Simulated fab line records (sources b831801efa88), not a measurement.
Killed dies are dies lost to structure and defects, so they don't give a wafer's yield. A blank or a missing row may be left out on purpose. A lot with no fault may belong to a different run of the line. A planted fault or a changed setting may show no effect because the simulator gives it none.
Code-filled problem report in 8D (eight disciplines) form / flow sky130 / the parts of the form that need people (team, actions taken, sign-off) are left out

1. WHAT IS WRONG
Across 6 wafers from 2 lots, CONTACT_W_RS at SKY_CONTACT_RS_MEAS_25 averages 0.281 ohm/sq, while fault-free wafers read 0.340 ohm/sq with a standard deviation of 0.0041. Relative to the usual mean, that is a shift of -14 standard deviations.
The step: measures by four-point-probe.
First seen on wafer L269.1, day 37 01:08, on filmMetro-03. Wafers with a number at this step in the record: 33, from 11 lots. By rule, "out" or "out of limits" means more than 4 standard deviations away from the usual mean. The rest of the wafers with a number are treated as sound.

2. WHAT IT IS, AND WHAT IT ISN'T
question=which readings at this step | is=CONTACT_W_RS | is not=-
question=which lots | is=L269, L271 | is not=L254, L255, L257, L258, L260, L263, L265, L272, L276
question=which wafers of those lots | is=all that have a number | is not=-
question=read on which gauges | is=filmMetro-02, filmMetro-03 | is not=-
question=when | is=from day 37 01:08 | is not=up to then (21 sound wafers); but 6 sound wafers of L272, L276 came after

3. THE SUSPECTS, EACH WITH WHAT RULES IT OUT
Counting: a tool at a process step up to the reading stays a suspect if it ran every lot that is out and no sound lot after the first of them.
- ruled out: the gauge at SKY_CONTACT_RS_MEAS_25. The wafers that are out were read on 2 gauges (filmMetro-02, filmMetro-03).
- cvdW-01 at SKY_CONTACT_CVD_24 (deposits W, target thk 340 nm, time 102.12 s): kept. Every lot that is out went through it, starting with L269 (day 37 01:01), and after that it ran no sound lot; the last sound lot it ran before then is L265 (day 36 19:56).
The count leaves cvdW-01 at SKY_CONTACT_CVD_24.

4. THE CAUSE (what the simulator had put in)
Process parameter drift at SKY_CONTACT_CVD_24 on cvdW-01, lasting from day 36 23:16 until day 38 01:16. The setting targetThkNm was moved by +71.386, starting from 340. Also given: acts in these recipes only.
After counting, this tool was the only one left.

5. SEQUENCE OF EFFECTS, ordered by route
Each row: a reading whose mean over the struck wafers that have a number lies more than 3 standard deviations from the usual. Readings are gone through only where the record gives a usual standard deviation; hours: the median, over the lots, of the time from a lot's start at the first step in this table giving one to that lot's start at this step; sigmas: the change measured in usual standard deviations.
hours=0; step=SKY_CONTACT_RS_MEAS_25; reading=CONTACT_W_RS; usual=0.340 ohm/sq; on struck wafers=0.281; change=-0.059; sigmas=-14
hours=0; step=SKY_CONTACT_THK_MEAS_26; reading=CONTACT_W_THK; usual=339 nm; on struck wafers=414; change=+75; sigmas=+13
hours=0; step=SKY_CONTACT_CMP_27; reading=timeToEndpointS; usual=82 s; on struck wafers=100; change=+18; sigmas=+6.0
Here are the process steps it includes:
- SKY_CONTACT_CMP_27: polishes, stops on SiO2, t overpolish 15 s, target thk 0 nm.

6. WHAT WOULD HAVE CAUGHT IT SOONER
Counted from the fault's start at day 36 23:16, it took 2 hours until the first out-of-limits reading at a measuring or inspecting step in this record, taken at day 37 01:08.
Tool readings at SKY_CONTACT_CVD_24 with a usual standard deviation given in the record: none out on any struck wafer, hence no alarm at a limit of 4 standard deviations on them.
Lots out: 2; of these, L271 started SKY_CONTACT_CVD_24 on cvdW-01 after day 37 01:08. Putting the tool on hold at that point would have spared it.
